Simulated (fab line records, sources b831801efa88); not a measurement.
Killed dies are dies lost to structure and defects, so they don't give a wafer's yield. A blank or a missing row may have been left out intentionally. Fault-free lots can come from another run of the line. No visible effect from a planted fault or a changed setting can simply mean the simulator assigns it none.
What tool caused it? || flow gf180mcu || 6 lots with 18 wafers sampled at 2 steps, on a route of 602 steps

## WHAT THE GAUGES READ, wafer by wafer
GF_VT_IMPLANT_RS_MEAS_46: the measuring method here is four-point-probe.
{"lot": "L361", "measured": "day 8 10:35", "on": "film_metro-04", "MVSD_RS (ohm/sq)": "456.8 456.9 457.0"}
{"lot": "L364", "measured": "day 9 07:34", "on": "film_metro-02", "MVSD_RS (ohm/sq)": "456.4 454.9 454.5"}
{"lot": "L369", "measured": "day 10 15:05", "on": "film_metro-03", "MVSD_RS (ohm/sq)": "454.9 455.4 455.9"}
{"lot": "L372", "measured": "day 11 12:26", "on": "film_metro-03", "MVSD_RS (ohm/sq)": "490.8 490.8 489.2 489.9 490.6 489.4"}
{"lot": "L374", "measured": "day 12 03:20", "on": "film_metro-03", "MVSD_RS (ohm/sq)": "456.6 456.7 457.1"}
{"lot": "L381", "measured": "day 14 05:52", "on": "film_metro-03", "MVSD_RS (ohm/sq)": "456.3 457.5 456.1"}

## TOOL THAT RAN EACH LOT (tool first, then ch and the chambers of the sampled wafers, then the start)
{"lot": "L361", "GF_MVSD_IMPLANT_09": "implanter-01 ch 0, day 5 04:07"}
{"lot": "L364", "GF_MVSD_IMPLANT_09": "implanter-03 ch 0, day 5 21:03"}
{"lot": "L369", "GF_MVSD_IMPLANT_09": "implanter-01 ch 0, day 7 02:20"}
{"lot": "L372", "GF_MVSD_IMPLANT_09": "implanter-01 ch 0, day 7 20:08"}
{"lot": "L374", "GF_MVSD_IMPLANT_09": "implanter-03 ch 0, day 8 08:14"}
{"lot": "L381", "GF_MVSD_IMPLANT_09": "implanter-03 ch 0, day 10 02:37"}
- GF_MVSD_IMPLANT_09

## THE ANSWER, worked out from the rows above alone
Rule: the lots themselves supply what counts as usual. The widest of any qualifying gaps counts: lots, ordered by their means at a reading, are off when they make up no more than a third of the lots, leave a main group of 4 or more, and stand apart from it by 3 or more times the standard deviation of that group's means. A main group is skipped when, at the precision printed for the reading in the tables above, its means are all equal. A lot without any number at a reading at which 4 lots or more have one is off too. The other lots that the step has rows for count as sound.
Off: at GF_VT_IMPLANT_RS_MEAS_46 (MVSD_RS), L372. Mean 456.2 ohm/sq and standard deviation 0.71 in the main group.
If a tool, at a process step before that reading, ran all the lots that are off and no sound lot after the first of them, it fits. Gauges at GF_VT_IMPLANT_RS_MEAS_46: tried the same way as those tools. One fits: implanter-01 at GF_MVSD_IMPLANT_09. A fault onset in the window from L369 (day 7 02:20, its last sound lot) to L372 (day 7 20:08, its first lot off) fits.

## WHAT WAS PUT IN BY THE SIMULATOR
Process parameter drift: implanter-01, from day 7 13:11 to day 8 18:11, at GF_MVSD_IMPLANT_09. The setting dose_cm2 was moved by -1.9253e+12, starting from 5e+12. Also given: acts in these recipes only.
Shown lots that were struck: L372. The rule above found the same.
